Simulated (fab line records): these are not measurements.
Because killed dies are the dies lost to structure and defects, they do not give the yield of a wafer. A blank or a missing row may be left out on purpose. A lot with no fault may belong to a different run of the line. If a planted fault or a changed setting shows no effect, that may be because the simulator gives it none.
Which tool is to blame?	flow sky130	at 1 step of a route of 708, 12 lots with 36 wafers sampled

## WHAT THE GAUGES READ, wafer by wafer
SKY_VT_ADJUST_PCH_OVL_MEAS_07.
lot	measured	on	VT_ADJUST_PCH_OVL (nm)
L075	day 10 19:32	overlay-02	1.5 -1.1 0.2
L077	day 11 08:07	overlay-01	-1.0 -0.4 -0.7
L079	day 11 20:08	overlay-02	-0.6 -2.3 -0.1
L081	day 12 13:54	overlay-01	-0.4 -0.5 -0.9
L083	day 13 11:31	overlay-02	-0.9 -1.8 -2.0
L084	day 14 03:40	overlay-02	2.0 0.3 -1.9
L087	day 14 19:26	overlay-01	-1.2 -0.3 -1.5
L089	day 15 12:50	overlay-02	-1.6 -2.6 -1.8
L091	day 16 03:28	overlay-02	0.1 -1.0 -1.6
L093	day 16 15:22	overlay-01	0.9 1.3 0.2
L095	day 17 02:18	overlay-02	-0.5 -1.3 -1.7
L097	day 17 16:08	overlay-01	-0.5 -1.0 -0.1

## WHAT TOOL EACH LOT RAN ON (gives the tool, then ch and the chambers of the sampled wafers, and finally the start)
No process step before these readings appears in the record.

## THE ANSWER, worked out from the rows above alone
Rule: what is usual is taken from the lots themselves. Put in order of their means at a reading, lots are off if they are a third of the lots or fewer, leave a main group of 4 or more, and stand apart from it by a gap of 3 or more times the standard deviation of the main group's means; of several such gaps the widest counts. The tables above print the reading to a certain number of digits; a main group whose means all agree to those digits is not used. A lot without any number at a reading at which 4 lots or more have one is off too. The other lots that the step has rows for count as sound.
No lot is off on any of the readings shown, so nothing can be concluded from this.

## WHAT HAD BEEN PUT IN BY THE SIMULATOR
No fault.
